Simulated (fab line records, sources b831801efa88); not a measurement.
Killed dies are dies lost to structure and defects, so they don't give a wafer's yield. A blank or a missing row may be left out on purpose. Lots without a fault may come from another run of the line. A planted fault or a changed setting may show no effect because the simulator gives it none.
fab line records | flow sky130
record lots=5 wafers=15 last_day=49
route steps=708 shown CONTACT@415 METAL1@434
lots that met no fault: from a run of the same line without faults
start_h: hours from the record's first day to the start of the lot's first wafer shown | wait_h: hours since the lot's step before | " the same as in the row above | L1.1+2: a row that stands for several wafers | - no value, or no start given | * or withheld: withheld | < > ~ a bound
route shown NAME@n: a module of which the file shows steps, and the number in the route of the first | usual: mean/standard deviation of fault-free wafers | same: alike in all rows | chamber/n: place in a boat | sites: the reading at each site | _std_site: their standard deviation | _edge_site: outer sites' mean less inner sites' | radius_mm: how far each site lies from the wafer's centre | mask NAME#n: copy n | behind: the tool/chamber that last shaped the wafer | hold: why the lot was held/for how many hours/how that ended | device: the transistor (n, p or np) that didn't switch | end of line: the same wafers' tests at the end of the route | a step without rows: its recipe alone | killed: dies lost to structure and defects at the first sort, not the wafer's yield | map: a wafer's dies, x killed, . not, _ none there
set.NAME: the setting as run; set.NAME@STEP: as run at that earlier step | model.NAME: the simulator's own value behind a step, which no gauge read
lots at some steps of the route; a table a step, a row a wafer
services: from which hour (start_h, from the record's first day; less than 0 if before it) a tool's chamber was out of use, for how many hours, and why
## steps
# step SKY_CONTACT_COAT_09
# recipe resist=KrF-thick spin_rpm=3000 resist_thk_nm=450
# columns lot.wafer tool chamber start_h wait_h
L083.2+3+6 litho_track-03 0 - -
L082.2+3+6 litho_track-03 0 - -
L087.2+5+6 litho_track-01 0 - -
L093.1+3+4 litho_track-01 0 - -
L095.2+3+6 litho_track-01 0 - -
# step SKY_CONTACT_SOFTBAKE_10
# recipe temp_c=100 time_s=90 resist=KrF-thick
# usual heater_power_total_W=57.36/0.11
# columns lot.wafer tool chamber start_h wait_h heater_power_total_W
L083.2 litho_track-03 0 - - 57.32
L083.3 " 0 " " 57.32
L083.6 " 0 " " 57.54
L082.2 litho_track-03 0 - - 57.40
L082.3 " 0 " " 57.49
L082.6 " 0 " " 57.28
L087.2 litho_track-01 0 - - 57.40
L087.5 " 0 " " 57.22
L087.6 " 0 " " 57.26
L093.1 litho_track-01 0 - - 57.28
L093.3 " 0 " " 57.26
L093.4 " 0 " " 57.54
L095.2 litho_track-01 0 - - 57.55
L095.3 " 0 " " 57.15
L095.6 " 0 " " 57.19
# step SKY_CONTACT_EXPOSE_11
# recipe mask_id=CTM1 na=0.8 source_shape=annular sigma_inner=0.55 sigma_outer=0.85 target_cd_nm=170 dose_mj=38
# columns lot.wafer tool chamber start_h wait_h mask
L083.2+3+6 krf_scanner-01 0 - - CTM1#0
L082.2+3+6 krf_scanner-02 0 - - CTM1#0
L087.2+5+6 krf_scanner-02 0 - - CTM1#0
L093.1+3+4 krf_scanner-02 0 - - CTM1#0
L095.2+3+6 krf_scanner-01 0 - - CTM1#0
# step SKY_CONTACT_PEB_12
# recipe peb_temp_c=withheld peb_time_s=withheld resist=KrF-thick
# columns lot.wafer tool chamber start_h wait_h
L083.2+3+6 litho_track-03 0 - -
L082.2+3+6 litho_track-03 0 - -
L087.2+5+6 litho_track-02 0 - -
L093.1+3+4 litho_track-03 0 - -
L095.2+3+6 litho_track-01 0 - -
# step SKY_CONTACT_DEVELOP_13
# recipe develop_time_s=60 resist=KrF-thick dev_temp_c=21
# columns lot.wafer tool chamber start_h wait_h
L083.2+3+6 litho_track-03 0 - -
L082.2+3+6 litho_track-03 0 - -
L087.2+5+6 litho_track-02 0 - -
L093.1+3+4 litho_track-03 0 - -
L095.2+3+6 litho_track-01 0 - -
# step SKY_CONTACT_CD_MEAS_14
# recipe target_cd_nm=170
# usual cd_nm=170.1/1.5
# columns lot.wafer tool chamber start_h wait_h cd_nm
L083.2 cd_sem-01 - 854.12 - 170.1
L083.3 " - " " 169.3
L083.6 " - " " 169.7
L082.2 cd_sem-01 - 856.37 - 168.0
L082.3 " - " " 168.1
L082.6 " - " " 167.8
L087.2 cd_sem-02 - 863.61 - 171.0
L087.5 " - " " 171.8
L087.6 " - " " 171.8
L093.1 cd_sem-01 - 875.85 - 167.9
L093.3 " - " " 169.5
L093.4 " - " " 168.5
L095.2 cd_sem-02 - 882.03 - 169.4
L095.3 " - " " 169.9
L095.6 " - " " 169.2
# step SKY_CONTACT_OVL_MEAS_15
# usual CONTACT_OVL=1/6.2
# columns lot.wafer tool chamber start_h wait_h CONTACT_OVL[nm]
L083.2 overlay-01 - 854.23 0.1 7
L083.3 " - " " 7
L083.6 " - " " 3
L082.2 overlay-01 - 856.48 0.1 -3
L082.3 " - " " -9
L082.6 " - " " -4
L087.2 overlay-02 - 863.72 0.1 1
L087.5 " - " " 5
L087.6 " - " " 5
L093.1 overlay-02 - 875.97 0.1 2
L093.3 " - " " 8
L093.4 " - " " 6
L095.2 overlay-01 - 882.13 0.1 4
L095.3 " - " " 3
L095.6 " - " " 10
# step SKY_CONTACT_ETCH_16
# recipe chemistry=N2/H2 target=BARC ion_energy_ev=200 source_w=500 bias_w=100 pressure_mtorr=30 n2_flow_sccm=100 h2_flow_sccm=200 stop_on=SiO2 time_s=45.9 target_depth_a=600
# usual drypump_motor_current_A=5.8/0.43 h2_flow_sccm=200.1/0.6 oes_product_au=0.853/0.0044 throttle_valve_pct=13.224/0.0094
# columns lot.wafer tool chamber start_h wait_h drypump_motor_current_A h2_flow_sccm oes_product_au rf_hours_counter_h throttle_valve_pct
L083.2 rie_diel-02 2 854.26 0.0 6.3 200.0 0.855 2 13.201
L083.3 " 0 " " 5.9 200.4 0.854 18 13.223
L083.6 " 0 " " 5.9 200.0 0.849 - 13.217
L082.2 rie_diel-01 0 856.51 0.0 5.3 201.0 0.852 10 13.220
L082.3 " 2 " " 5.8 200.1 0.856 4 13.221
L082.6 " 3 " " 6.0 200.8 0.856 - 13.208
L087.2 rie_diel-02 0 863.75 0.0 5.9 200.5 0.852 18 13.223
L087.5 " 3 " " 5.1 200.0 0.849 - 13.221
L087.6 " 2 " " 6.4 200.0 0.861 - 13.223
L093.1 rie_diel-02 0 876.01 0.0 5.9 199.8 0.849 19 13.211
L093.3 " 2 " " 6.4 200.2 0.855 3 13.234
L093.4 " 1 " " 5.6 199.9 0.849 9 13.237
L095.2 rie_diel-01 1 882.16 0.0 6.4 199.2 0.851 17 13.227
L095.3 " 0 " " 5.3 199.1 0.850 11 13.227
L095.6 " 0 " " 5.3 200.2 0.847 - 13.221
# step SKY_CONTACT_ETCH_17
# recipe target=SiO2 chemistry=C4F8/O2/Ar stop_on=Si3N4 mask_material=KrF-thick source_w=1500 bias_w=1200 pressure_mtorr=40 c4f8_flow_sccm=withheld O2_flow_sccm=6 Ar_flow_sccm=300 time_s=withheld target_depth_a=3400
# usual oes_product_au=0.891/0.0046
# columns lot.wafer tool chamber start_h wait_h oes_product_au
L083.2 rie_diel-02 2 854.30 0.0 0.900
L083.3 " 0 " " 0.887
L083.6 " 0 " " 0.894
L082.2 rie_diel-01 0 856.55 0.0 0.889
L082.3 " 2 " " 0.887
L082.6 " 3 " " 0.891
L087.2 rie_diel-02 0 863.79 0.0 0.891
L087.5 " 3 " " 0.885
L087.6 " 2 " " 0.891
L093.1 rie_diel-02 0 876.05 0.0 0.898
L093.3 " 2 " " 0.902
L093.4 " 1 " " 0.885
L095.2 rie_diel-01 1 882.21 0.0 0.896
L095.3 " 0 " " 0.893
L095.6 " 0 " " 0.895
# step SKY_CONTACT_ETCH_18
# recipe target=Si3N4 chemistry=CHF3/O2 stop_on=TiN source_w=600 bias_w=200 pressure_mtorr=40 chf3_flow_sccm=50 O2_flow_sccm=5 time_s=39 target_depth_a=750
# usual chf3_flow_sccm=50.01/0.14 drypump_motor_current_A=5.8/0.42 oes_product_au=0.853/0.0078 throttle_valve_pct=8.792/0.0086
# columns lot.wafer tool chamber start_h wait_h chf3_flow_sccm drypump_motor_current_A oes_product_au rf_hours_counter_h throttle_valve_pct
L083.2 rie_diel-02 2 - - 50.05 6.4 0.849 2 8.796
L083.3 " 0 " " 49.93 5.9 0.839 18 8.801
L083.6 " 0 " " 50.05 5.9 0.866 - 8.809
L082.2 rie_diel-01 0 - - 49.85 5.3 0.851 10 8.784
L082.3 " 2 " " 49.80 5.8 0.850 5 8.796
L082.6 " 3 " " 49.89 6.0 0.857 - 8.785
L087.2 rie_diel-02 0 - - 49.98 5.9 0.850 18 8.800
L087.5 " 3 " " 49.93 5.1 0.858 - 8.781
L087.6 " 2 " " 50.15 6.4 0.861 - 8.797
L093.1 rie_diel-02 0 - - 50.33 5.9 0.851 19 8.798
L093.3 " 2 " " 50.07 6.4 0.850 3 8.787
L093.4 " 1 " " 50.18 5.6 0.856 9 8.789
L095.2 rie_diel-01 1 - - 49.96 6.4 0.853 17 8.802
L095.3 " 0 " " 50.02 5.3 0.848 11 8.793
L095.6 " 0 " " 49.93 5.3 0.873 - 8.806
# step SKY_CONTACT_STRIP_19
# recipe chemistry=O2/N2 power_w=1400 pressure_mtorr=1500 platen_temp_c=withheld o2_flow_sccm=3000 n2_flow_sccm=300 overash_fraction=0.5
# usual drypump_motor_current_A=5.5/0.52 oes_product_au=0.381/0.0046 strip_time_to_endpoint_s=3.61/0.041
# columns lot.wafer tool chamber start_h wait_h drypump_motor_current_A oes_product_au rf_hours_counter_h strip_time_to_endpoint_s
L083.2 plasma_asher-03 1 854.39 - 5.0 0.381 44 3.66
L083.3 " 1 " " 4.9 0.390 - 3.65
L083.6 " 0 " " 5.8 0.384 - 3.63
L082.2 plasma_asher-03 0 856.64 - 5.8 0.380 45 3.60
L082.3 " 0 " " 5.8 0.378 - 3.51
L082.6 " 1 " " 5.0 0.379 - 3.65
L087.2 plasma_asher-04 0 863.88 - 5.3 0.378 13 3.61
L087.5 " 0 " " 5.3 0.375 - 3.65
L087.6 " 1 " " 6.5 0.380 - 3.65
L093.1 plasma_asher-03 0 876.14 - 5.8 0.382 47 3.63
L093.3 " 0 " " 5.8 0.389 - 3.67
L093.4 " 1 " " 4.9 0.376 - 3.61
L095.2 plasma_asher-03 0 882.30 - 5.8 0.384 48 3.55
L095.3 " 1 " " 4.9 0.377 - 3.62
L095.6 " 1 " " 4.9 0.383 - 3.61
# step SKY_CONTACT_STRIP_20
# recipe chemistry=post_etch_residue_remover time_s=1200 temp_c=72.5
# usual bath_guard_temp_C=72.4/0.41
# columns lot.wafer tool chamber start_h wait_h bath_guard_temp_C
L083.2 wet_bench-04 0 854.49 0.1 71.8
L083.3 " 0 " " 71.9
L083.6 " 0 " " 72.3
L082.2 wet_bench-03 2 856.74 0.1 72.0
L082.3 " 2 " " 72.6
L082.6 " 2 " " 72.7
L087.2 wet_bench-04 1 863.98 0.1 72.0
L087.5 " 1 " " 72.1
L087.6 " 1 " " 71.9
L093.1 wet_bench-03 3 876.24 0.1 72.8
L093.3 " 3 " " 73.0
L093.4 " 3 " " 72.8
L095.2 wet_bench-03 1 882.40 0.1 72.9
L095.3 " 1 " " 72.5
L095.6 " 1 " " 72.8
# step SKY_CONTACT_CLEAN_21
# recipe chemistry=IPA time_s=180 temp_c=25
# columns lot.wafer tool chamber start_h wait_h
L083.2+3+6 wet_bench-03 3 854.83 0.0
L082.2+3+6 wet_bench-02 1 857.08 0.0
L087.2+5+6 wet_bench-03 1 864.66 0.0
L093.1+3+4 wet_bench-04 0 876.58 0.0
L095.2+3+6 wet_bench-03 1 882.74 0.0
# step SKY_CONTACT_CLEAN_22
# recipe chemistry=O3/DIW dry=n2_spin
# columns lot.wafer tool chamber start_h wait_h
L083.2+3+6 wet_bench-04 2 854.89 0.0
L082.2+3+6 wet_bench-04 2 857.14 0.0
L087.2+5+6 wet_bench-03 1 864.72 0.0
L093.1+3+4 wet_bench-02 1 876.64 0.0
L095.2+3+6 wet_bench-03 1 882.80 0.0
# step SKY_CONTACT_SPUTTER_23
# recipe material=TiN target_thk_nm=20 chamber_pressure_pa=5 power_w=4000 time_s=80
# usual throttle_valve_pct=29.6/0.82
# columns lot.wafer tool chamber start_h wait_h throttle_valve_pct
L083.2 pvd_sputter-01 - 854.98 0.0 29.0
L083.3 " - " " 28.7
L083.6 " - " " 28.3
L082.2 pvd_sputter-01 - 857.23 0.0 28.7
L082.3 " - " " 30.5
L082.6 " - " " 28.9
L087.2 pvd_sputter-04 - 864.81 0.0 28.7
L087.5 " - " " 29.6
L087.6 " - " " 30.8
L093.1 pvd_sputter-01 - 876.74 0.0 28.7
L093.3 " - " " 28.6
L093.4 " - " " 28.7
L095.2 pvd_sputter-01 - 882.89 0.0 29.1
L095.3 " - " " 29.0
L095.6 " - " " 28.6
# step SKY_CONTACT_CVD_24
# recipe material=W target_thk_nm=340 time_s=102.12 temp_c=400 pressure_torr=40
# usual chamber_pressure_Torr=40.00/0.079 heater_power_outer_w=476/48 heater_power_w=771/72
# columns lot.wafer tool chamber start_h wait_h chamber_pressure_Torr heater_power_outer_w heater_power_w since_wet_clean_h
L083.2 cvd_w-01 1 855.05 0.0 40.00 501 774 451
L083.3 " 1 " " 39.96 498 770 -
L083.6 " 1 " " 39.87 504 734 -
L082.2 cvd_w-02 1 857.35 0.1 39.89 543 887 953
L082.3 " 0 " " 39.93 439 733 -
L082.6 " 0 " " 39.99 449 729 -
L087.2 cvd_w-02 0 864.87 0.0 40.07 447 705 961
L087.5 " 1 " " 40.12 544 893 -
L087.6 " 0 " " 40.11 446 718 -
L093.1 cvd_w-02 1 876.80 0.0 40.14 534 868 973
L093.3 " 1 " " 39.99 530 899 -
L093.4 " 0 " " 40.03 456 746 -
L095.2 cvd_w-02 0 882.95 0.0 39.96 437 755 979
L095.3 " 1 " " 40.00 529 860 -
L095.6 " 1 " " 39.86 530 901 -
# step SKY_CONTACT_RS_MEAS_25
# recipe thk_meas_gauge=four-point-probe reads=W_of_CONTACT_CVD_24+TiN_of_CONTACT_SPUTTER_23
# usual CONTACT_W_RS=0.339/0.0052
# columns lot.wafer tool chamber start_h wait_h CONTACT_W_RS[ohm/sq]
L083.2 film_metro-02 - 855.18 0.1 0.344
L083.3 " - " " 0.345
L083.6 " - " " 0.342
L082.2 film_metro-03 - 857.49 0.1 0.341
L082.3 " - " " 0.338
L082.6 " - " " 0.337
L087.2 film_metro-03 - 865.00 0.1 0.340
L087.5 " - " " 0.348
L087.6 " - " " 0.340
L093.1 film_metro-01 - 876.91 0.1 0.342
L093.3 " - " " 0.341
L093.4 " - " " 0.341
L095.2 film_metro-02 - 883.08 0.1 0.344
L095.3 " - " " 0.346
L095.6 " - " " 0.349
# step SKY_CONTACT_THK_MEAS_26
# recipe thk_meas_gauge=xrf reads=W_of_CONTACT_CVD_24
# usual CONTACT_W_THK=334/5.7
# columns lot.wafer tool chamber start_h wait_h CONTACT_W_THK[nm]
L083.2 film_metro-02 - 855.29 0.1 332
L083.3 " - " " 331
L083.6 " - " " 332
L082.2 film_metro-03 - 857.60 0.1 329
L082.3 " - " " 334
L082.6 " - " " 334
L087.2 film_metro-03 - 865.11 0.1 329
L087.5 " - " " 324
L087.6 " - " " 329
L093.1 film_metro-01 - 877.03 0.1 332
L093.3 " - " " 334
L093.4 " - " " 334
L095.2 film_metro-02 - 883.19 0.1 328
L095.3 " - " " 328
L095.6 " - " " 328
# step SKY_CONTACT_CMP_27
# recipe stop_on=SiO2 t_overpolish_s=15 down_force_psi=3.5 platen_rpm=60 target_thk_nm=0 pad_velocity_m_s=0.94248
# usual motor_current_A=11.0/1.1 overpolish_run_s=15.001/0.0093 slurry_flow_ml_min=149.9/0.54 time_to_endpoint_s=81/5.3
# columns lot.wafer tool chamber start_h wait_h motor_current_A overpolish_run_s slurry_flow_ml_min time_to_endpoint_s
L083.3 cmp-02 2 855.44 0.1 10.0 14.992 150.3 71
L083.2 " 3 " " 11.4 14.987 149.6 81
L083.6 " 0 " " 9.8 15.007 151.0 87
L082.3 cmp-01 0 857.65 0.0 11.7 14.990 150.6 77
L082.2 " 1 " " 10.2 15.003 149.5 81
L082.6 " 1 " " 10.2 15.016 149.3 83
L087.2 cmp-01 1 865.26 0.1 9.6 14.998 149.1 83
L087.6 " 3 " " 11.3 15.004 150.0 83
L087.5 " 0 " " 12.4 14.988 149.8 77
L093.1 cmp-02 1 877.09 0.1 9.9 15.017 149.6 72
L093.4 " 2 " " 10.6 15.005 149.5 76
L093.3 " 0 " " 9.8 15.010 149.2 90
L095.2 cmp-02 2 883.29 0.1 10.7 15.004 150.1 77
L095.3 " 3 " " 11.9 15.000 150.4 85
L095.6 " 1 " " 10.2 15.005 149.9 75
# step SKY_METAL1_SPUTTER_00
# recipe material=Ti target_thk_nm=15 power_w=3000 time_s=10 chamber_pressure_pa=0.4
# usual throttle_valve_pct=30.5/0.94
# columns lot.wafer tool chamber start_h wait_h throttle_valve_pct
L083.2 pvd_sputter-04 - 855.64 0.1 30.4
L083.3 " - " " 29.9
L083.6 " - " " 30.2
L082.2 pvd_sputter-03 - 857.95 0.2 31.3
L082.3 " - " " 31.4
L082.6 " - " " 31.8
L087.2 pvd_sputter-04 - 865.46 0.1 28.8
L087.5 " - " " 29.9
L087.6 " - " " 28.5
L093.1 pvd_sputter-03 - 877.39 0.2 29.9
L093.3 " - " " 31.2
L093.4 " - " " 31.6
L095.2 pvd_sputter-02 - 883.54 0.2 31.1
L095.3 " - " " 29.2
L095.6 " - " " 31.0
# step SKY_METAL1_SPUTTER_01
# recipe material=TiN target_thk_nm=20 power_w=6500 time_s=16.7 chamber_pressure_pa=0.4
# usual throttle_valve_pct=30.5/0.92
# columns lot.wafer tool chamber start_h wait_h throttle_valve_pct
L083.2 pvd_sputter-04 - 855.66 0.0 30.6
L083.3 " - " " 29.8
L083.6 " - " " 30.3
L082.2 pvd_sputter-03 - 857.97 0.0 31.4
L082.3 " - " " 31.2
L082.6 " - " " 32.0
L087.2 pvd_sputter-04 - 865.49 0.0 28.8
L087.5 " - " " 29.8
L087.6 " - " " 29.1
L093.1 pvd_sputter-03 - 877.42 0.0 29.9
L093.3 " - " " 31.4
L093.4 " - " " 31.4
L095.2 pvd_sputter-02 - 883.56 0.0 31.0
L095.3 " - " " 29.1
L095.6 " - " " 31.1
# step SKY_METAL1_SPUTTER_02
# recipe material=AlCu target_thk_nm=250 power_w=10600 time_s=13.3 chamber_pressure_pa=0.4
# usual throttle_valve_pct=30.5/0.94
# columns lot.wafer tool chamber start_h wait_h throttle_valve_pct
L083.2 pvd_sputter-04 - 855.68 0.0 30.6
L083.3 " - " " 29.8
L083.6 " - " " 30.4
L082.2 pvd_sputter-03 - 857.99 0.0 31.3
L082.3 " - " " 31.3
L082.6 " - " " 31.8
L087.2 pvd_sputter-04 - 865.51 0.0 28.7
L087.5 " - " " 29.8
L087.6 " - " " 28.8
L093.1 pvd_sputter-03 - 877.44 0.0 29.8
L093.3 " - " " 31.4
L093.4 " - " " 31.3
L095.2 pvd_sputter-02 - 883.59 0.0 31.1
L095.3 " - " " 29.2
L095.6 " - " " 30.7
# step SKY_METAL1_SPUTTER_03
# recipe material=Ti target_thk_nm=5 power_w=3000 time_s=3.3 chamber_pressure_pa=0.4
# usual throttle_valve_pct=30.5/0.94
# columns lot.wafer tool chamber start_h wait_h throttle_valve_pct
L083.2 pvd_sputter-04 - 855.71 0.0 30.2
L083.3 " - " " 29.9
L083.6 " - " " 30.4
L082.2 pvd_sputter-03 - 858.02 0.0 31.4
L082.3 " - " " 31.3
L082.6 " - " " 31.8
L087.2 pvd_sputter-04 - 865.54 0.0 29.1
L087.5 " - " " 29.7
L087.6 " - " " 29.0
L093.1 pvd_sputter-03 - 877.47 0.0 29.8
L093.3 " - " " 31.2
L093.4 " - " " 31.4
L095.2 pvd_sputter-02 - 883.62 0.0 30.8
L095.3 " - " " 29.0
L095.6 " - " " 31.1
# step SKY_METAL1_SPUTTER_04
# recipe material=TiN target_thk_nm=70 power_w=6500 time_s=58.3 chamber_pressure_pa=0.4
# usual throttle_valve_pct=30.5/0.91
# columns lot.wafer tool chamber start_h wait_h throttle_valve_pct
L083.2 pvd_sputter-04 - 855.73 0.0 30.6
L083.3 " - " " 29.8
L083.6 " - " " 30.0
L082.2 pvd_sputter-03 - 858.04 0.0 31.4
L082.3 " - " " 31.2
L082.6 " - " " 31.9
L087.2 pvd_sputter-04 - 865.55 0.0 28.8
L087.5 " - " " 29.9
L087.6 " - " " 28.7
L093.1 pvd_sputter-03 - 877.49 0.0 29.9
L093.3 " - " " 31.2
L093.4 " - " " 32.0
L095.2 pvd_sputter-02 - 883.64 0.0 31.0
L095.3 " - " " 29.0
L095.6 " - " " 31.1
# step SKY_METAL1_RS_MEAS_05
# recipe thk_meas_gauge=four-point-probe reads=TiN_of_METAL1_SPUTTER_04+Ti_of_METAL1_SPUTTER_03+AlCu_of_METAL1_SPUTTER_02+TiN_of_METAL1_SPUTTER_01+Ti_of_METAL1_SPUTTER_00
# usual METAL1_ALCU_RS=0.1274/0.0018
# columns lot.wafer tool chamber start_h wait_h METAL1_ALCU_RS[ohm/sq]
L083.2 film_metro-04 - 855.80 0.0 0.1263
L083.3 " - " " 0.1259
L083.6 " - " " 0.1264
L082.2 film_metro-01 - 858.11 0.0 0.1282
L082.3 " - " " 0.1255
L082.6 " - " " 0.1254
L087.2 film_metro-04 - 865.62 0.0 0.1266
L087.5 " - " " 0.1257
L087.6 " - " " 0.1268
L093.1 film_metro-01 - 877.53 0.0 0.1265
L093.3 " - " " 0.1269
L093.4 " - " " 0.1296
L095.2 film_metro-03 - 883.71 0.0 0.1265
L095.3 " - " " 0.1260
L095.6 " - " " 0.1248
# step SKY_METAL1_THK_MEAS_06
# recipe thk_meas_gauge=xrf reads=AlCu_of_METAL1_SPUTTER_02
# usual METAL1_ALCU_THK=243/3.9
# columns lot.wafer tool chamber start_h wait_h METAL1_ALCU_THK[nm]
L083.2 film_metro-04 - 855.91 0.1 247
L083.3 " - " " 246
L083.6 " - " " 245
L082.2 film_metro-01 - 858.22 0.1 242
L082.3 " - " " 246
L082.6 " - " " 246
L087.2 film_metro-04 - 865.73 0.1 245
L087.5 " - " " 247
L087.6 " - " " 246
L093.1 film_metro-01 - 877.65 0.1 246
L093.3 " - " " 244
L093.4 " - " " 240
L095.2 film_metro-03 - 883.82 0.1 247
L095.3 " - " " 247
L095.6 " - " " 250
# step SKY_METAL1_DEHYDRATE_07
# recipe temp_c=200 time_s=60
# usual heater_power_total_W=160.36/0.12
# columns lot.wafer tool chamber start_h wait_h heater_power_total_W
L083.2 litho_track-03 0 868.18 12.3 160.57
L083.3 " 0 " " 160.56
L083.6 " 0 " " 160.55
L082.2 litho_track-04 0 871.52 13.3 160.36
L082.3 " 0 " " 160.38
L082.6 " 0 " " 160.36
L087.2 litho_track-04 0 877.62 11.9 160.29
L087.5 " 0 " " 160.31
L087.6 " 0 " " 160.22
L093.1 litho_track-03 0 889.45 11.8 160.35
L093.3 " 0 " " 160.31
L093.4 " 0 " " 160.34
L095.2 litho_track-02 0 895.42 11.6 160.40
L095.3 " 0 " " 160.46
L095.6 " 0 " " 160.35
# step SKY_METAL1_HMDS_08
# recipe prime_time_s=60 prime_temp_c=120
# columns lot.wafer tool chamber start_h wait_h
L083.2+3+6 litho_track-03 0 868.33 0.1
L082.2+3+6 litho_track-04 0 871.67 0.1
L087.2+5+6 litho_track-04 0 877.77 0.1
L093.1+3+4 litho_track-03 0 889.60 0.1
L095.2+3+6 litho_track-02 0 895.57 0.1
# step SKY_METAL1_COAT_09
# recipe resist=BARC temp_c=withheld time_s=withheld spin_rpm=3000 resist_thk_nm=60
# columns lot.wafer tool chamber start_h wait_h
L083.2+3+6 litho_track-03 0 868.48 0.1
L082.2+3+6 litho_track-04 0 871.82 0.1
L087.2+5+6 litho_track-04 0 877.92 0.1
L093.1+3+4 litho_track-03 0 889.75 0.1
L095.2+3+6 litho_track-02 0 895.72 0.1
# step SKY_METAL1_COAT_10
# recipe resist=KrF-thick spin_rpm=3000 resist_thk_nm=450
# columns lot.wafer tool chamber start_h wait_h
L083.2+3+6 litho_track-03 0 - -
L082.2+3+6 litho_track-04 0 - -
L087.2+5+6 litho_track-04 0 - -
L093.1+3+4 litho_track-03 0 - -
L095.2+3+6 litho_track-02 0 - -
# step SKY_METAL1_SOFTBAKE_11
# recipe temp_c=100 time_s=90 resist=KrF-thick
# usual heater_power_total_W=57.35/0.12
# columns lot.wafer tool chamber start_h wait_h heater_power_total_W
L083.2 litho_track-03 0 - - 57.41
L083.3 " 0 " " 57.31
L083.6 " 0 " " 57.48
L082.2 litho_track-04 0 - - 57.28
L082.3 " 0 " " 57.52
L082.6 " 0 " " 57.52
L087.2 litho_track-04 0 - - 57.39
L087.5 " 0 " " 57.22
L087.6 " 0 " " 57.55
L093.1 litho_track-03 0 - - 57.42
L093.3 " 0 " " 57.29
L093.4 " 0 " " 57.51
L095.2 litho_track-02 0 - - 57.50
L095.3 " 0 " " 57.45
L095.6 " 0 " " 57.39
# step SKY_METAL1_EXPOSE_12
# recipe mask_id=MM1 na=0.8 source_shape=annular sigma_inner=0.55 sigma_outer=0.85 target_cd_nm=140 dose_mj=28
# columns lot.wafer tool chamber start_h wait_h mask
L083.2+3+6 krf_scanner-02 0 - - MM1#0
L082.2+3+6 krf_scanner-01 0 - - MM1#0
L087.2+5+6 krf_scanner-01 0 - - MM1#0
L093.1+3+4 krf_scanner-01 0 - - MM1#0
L095.2+3+6 krf_scanner-01 0 - - MM1#0
# step SKY_METAL1_PEB_13
# recipe peb_temp_c=withheld peb_time_s=withheld resist=KrF-thick
# columns lot.wafer tool chamber start_h wait_h
L083.2+3+6 litho_track-02 0 - -
L082.2+3+6 litho_track-03 0 - -
L087.2+5+6 litho_track-04 0 - -
L093.1+3+4 litho_track-02 0 - -
L095.2+3+6 litho_track-03 0 - -
# step SKY_METAL1_DEVELOP_14
# recipe develop_time_s=60 resist=KrF-thick dev_temp_c=21
# columns lot.wafer tool chamber start_h wait_h
L083.2+3+6 litho_track-02 0 - -
L082.2+3+6 litho_track-03 0 - -
L087.2+5+6 litho_track-04 0 - -
L093.1+3+4 litho_track-02 0 - -
L095.2+3+6 litho_track-03 0 - -
# step SKY_METAL1_CD_MEAS_15
# recipe target_cd_nm=140
# usual cd_nm=139.8/1.5
# columns lot.wafer tool chamber start_h wait_h cd_nm
L083.2 cd_sem-01 - 881.71 - 140.3
L083.3 " - " " 139.7
L083.6 " - " " 140.4
L082.2 cd_sem-02 - 884.23 - 140.0
L082.3 " - " " 139.1
L082.6 " - " " 141.3
L087.2 cd_sem-01 - 890.72 - 136.8
L087.5 " - " " 137.7
L087.6 " - " " 136.2
L093.1 cd_sem-01 - 903.14 - 137.9
L093.3 " - " " 138.5
L093.4 " - " " 138.1
L095.2 cd_sem-02 - 908.32 - 145.0
L095.3 " - " " 143.4
L095.6 " - " " 142.6
# step SKY_METAL1_OVL_MEAS_16
# usual METAL1_OVL=1/6.4
# columns lot.wafer tool chamber start_h wait_h METAL1_OVL[nm]
L083.2 overlay-02 - 881.82 0.1 2
L083.3 " - " " 8
L083.6 " - " " 5
L082.2 overlay-02 - 884.33 0.1 9
L082.3 " - " " 3
L082.6 " - " " 1
L087.2 overlay-02 - 890.83 0.1 8
L087.5 " - " " 9
L087.6 " - " " 5
L093.1 overlay-02 - 903.26 0.1 4
L093.3 " - " " 2
L093.4 " - " " 8
L095.2 overlay-02 - 908.43 0.1 -2
L095.3 " - " " -11
L095.6 " - " " -1
# step SKY_METAL1_DESCUM_17
# recipe chemistry=O2 source_power_w=150 bias_power_w=0 pressure_mtorr=10 temp_c=40 time_s=8
# usual drypump_motor_current_A=5.8/0.42 oes_product_au=0.996/0.0095
# columns lot.wafer tool chamber start_h wait_h drypump_motor_current_A oes_product_au rf_hours_counter_h
L083.2 rie_metal-04 0 881.86 0.0 5.8 1.002 -
L083.3 " 0 " " 5.9 0.998 -
L083.6 " 0 " " 5.9 1.002 -
L082.2 rie_metal-01 1 884.36 0.0 5.0 0.982 2
L082.3 " 0 " " 6.2 1.004 -
L082.6 " 0 " " 6.2 0.994 -
L087.2 rie_metal-03 0 890.87 0.0 6.2 0.985 -
L087.5 " 0 " " 6.2 0.994 -
L087.6 " 0 " " 6.3 0.981 -
L093.1 rie_metal-04 1 903.30 0.0 5.2 0.996 10
L093.3 " 0 " " 5.8 0.996 -
L093.4 " 1 " " 5.2 1.005 -
L095.2 rie_metal-04 1 908.46 0.0 5.2 0.997 10
L095.3 " 0 " " 5.9 0.996 -
L095.6 " 1 " " 5.2 1.001 -
## services
# columns tool chamber start_h hours kind
krf_scanner-02 - 817.23 4.4 pm
krf_scanner-02 - 827.59 5.8 repair
pvd_sputter-02 - 829.06 0.9 repair
cmp-01 - 831.85 10.3 pm
rie_metal-01 0 834.26 3.8 repair
pvd_sputter-03 2 843.27 - consumable_replace:kit
pvd_sputter-03 2 843.27 18.0 scheduled_down
pvd_sputter-03 2 843.27 18.0 vent_cycle
pvd_sputter-03 - 846.38 2.2 repair
cmp-02 - 847.73 0.8 repair
cvd_w-01 0 850.59 3.9 repair
cvd_w-01 - 855.16 2.8 pm
wet_bench-02 - 865.37 1.0 repair
rie_metal-04 1 870.82 19.7 repair
rie_metal-03 1 873.21 - clean
rie_metal-03 1 873.21 20.8 scheduled_down
rie_metal-03 1 873.21 20.8 vent_cycle
rie_diel-02 - 882.13 1.2 repair
cvd_w-01 - 902.20 6.9 pm
cvd_w-02 - 904.00 14.0 pm
cvd_w-02 0 904.00 14.0 vent_cycle
cvd_w-02 1 904.00 14.0 vent_cycle
krf_scanner-01 - 905.96 1.0 pm
## key
fault none
